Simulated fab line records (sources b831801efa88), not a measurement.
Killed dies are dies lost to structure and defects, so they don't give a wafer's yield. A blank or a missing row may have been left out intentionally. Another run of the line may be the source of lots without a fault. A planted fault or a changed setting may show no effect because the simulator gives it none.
The tool behind it: which one? -- flow gf180mcu -- 6 lots (18 wafers sampled), 1 step of a 602-step route

## WHAT THE GAUGES READ, wafer by wafer
GF_DNWELL_TW_MEAS_09.
lot,measured,on,DNWELL_TW
L459,day 3 02:13,film-metro-01,1360 1366 1358
L462,day 3 16:48,film-metro-04,1312 1317 1311
L469,day 5 09:22,film-metro-04,1324 1324 1329
L476,day 6 16:59,film-metro-01,1346 1340 1330
L478,day 7 03:47,film-metro-04,1321 1323 1322
L480,day 7 15:49,film-metro-01,1347 1343 1358

## WHAT TOOL EACH LOT RAN ON (gives the tool, then ch and the chambers of the sampled wafers, and finally the start)
No process step before these readings appears in the record.

## THE ANSWER, worked out from the rows above alone
Rule: what is usual is taken from the lots themselves. The widest of any qualifying gaps counts: lots, ordered by their means at a reading, are off when they make up no more than a third of the lots, leave a main group of 4 or more, and stand apart from it by 3 or more times the standard deviation of that group's means. Not used: any main group whose means are identical at the precision the tables above print for the reading. A lot without any number at a reading at which 4 lots or more have one is off too. Any other lot the step has rows for is counted as sound.
No lot is off on any of the readings shown, so nothing can be concluded from this.

## WHAT WAS PUT IN BY THE SIMULATOR
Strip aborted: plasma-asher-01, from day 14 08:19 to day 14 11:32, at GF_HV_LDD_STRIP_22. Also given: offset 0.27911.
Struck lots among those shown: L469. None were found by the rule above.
